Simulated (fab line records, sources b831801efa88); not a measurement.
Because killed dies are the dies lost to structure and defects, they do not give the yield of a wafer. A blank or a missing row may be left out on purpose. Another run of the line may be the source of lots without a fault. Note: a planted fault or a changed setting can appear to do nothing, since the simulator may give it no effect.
Code-filled problem report in 8D (eight disciplines) form ; flow sky130 ; the parts of the form that need people (team, actions taken, sign-off) are left out

1. THE ISSUE
Mean of strip time to endpoint s at SKY_METAL4_STRIP_19: 4.50 s across 5 wafers in 3 lots; on wafers with no fault it is 6.51 s (standard deviation 0.065). That is -31 standard deviations from the usual mean.
The step: strips in O2/N2.
Seen first at day 45 18:20 on plasma asher-03, wafer L154.4. At this step, 33 wafers from 11 lots have a number in the record. Rule for "out", or "out of limits": more than 4 standard deviations from the usual mean. The rest of the wafers with a number are treated as sound.

2. WHAT IT IS AND WHAT IT IS NOT
question;is;is not
which readings at this step;strip time to endpoint s, oes product au;-
which lots;L154, L155, L158;L141, L143, L144, L151, L159, L161, L162, L163
which wafers of those lots;L154.4, L155.1, L155.4, L158.1, L158.4;L154.2, L154.5, L155.2, L158.5
read on which tools;plasma asher-01, plasma asher-03;plasma asher-02
when;from day 45 18:20;"up to then (14 sound wafers); but 14 sound wafers of L155, L158, L159, L161, L162, L163 came after"

3. THE SUSPECTS, EACH WITH WHAT RULES IT OUT
Counting: a tool at a process step up to the reading stays a suspect if it ran every lot that is out. Sound lots after the first of them don't rule it out here, since some wafers of a struck lot are sound.
- rie metal-04 at SKY_CAP2M_METAL_ETCH_13 (etches TiN in Cl2/BCl3, stops on SiO2, target depth 220 nm, time 62.9 s): kept. It ran every lot that is out, first L154 (day 44 19:21).
- rie metal-01 at SKY_METAL4_METAL_ETCH_18 (etches the open film in Cl2/BCl3, stops on SiO2, target depth 845 nm, time 183.1 s): kept. Ran every lot that is out, first one L154 (day 45 18:10); last sound lot up to then L151 (day 45 01:06).
After counting, rie metal-04 at SKY_CAP2M_METAL_ETCH_13 and rie metal-01 at SKY_METAL4_METAL_ETCH_18 remain.

4. THE CAUSE (what the simulator had put in)
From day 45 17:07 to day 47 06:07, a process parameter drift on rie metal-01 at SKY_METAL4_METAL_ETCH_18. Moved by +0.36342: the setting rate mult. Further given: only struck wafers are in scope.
2 suspects survive the count, and this tool is in that group.

5. THE CHAIN OF EFFECTS, in route order
Each row: a reading whose mean over the struck wafers that have a number lies more than 3 standard deviations from the usual. Only readings for which the record gives a usual standard deviation are gone through. hours: the time from each lot's start at the first step in this table that gives one to its start at this step, as a median over the lots. sigmas: the change in usual standard deviations.
hours;step;reading;usual;on struck wafers;change;sigmas
0;SKY_METAL4_STRIP_19;oes product au;0.501 a.u.;0.419;-0.082;-15
0;SKY_METAL4_STRIP_19;strip time to endpoint s;6.51 s;4.50;-2.01;-31
The process steps in it:
- SKY_METAL4_STRIP_19: strips in O2/N2.

6. HOW IT WOULD HAVE BEEN CAUGHT EARLIER
In this record the first reading out of limits was taken at day 45 18:20, 1 hour after the fault began at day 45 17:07.
Tool readings at SKY_METAL4_METAL_ETCH_18 with a usual standard deviation given in the record: none out on any struck wafer, hence no alarm at a limit of 4 standard deviations on them.
Among the 3 lots that are out, L155, L158 began SKY_METAL4_METAL_ETCH_18 on rie metal-01 after day 45 18:20. A hold on the tool at that time would have spared those 2.
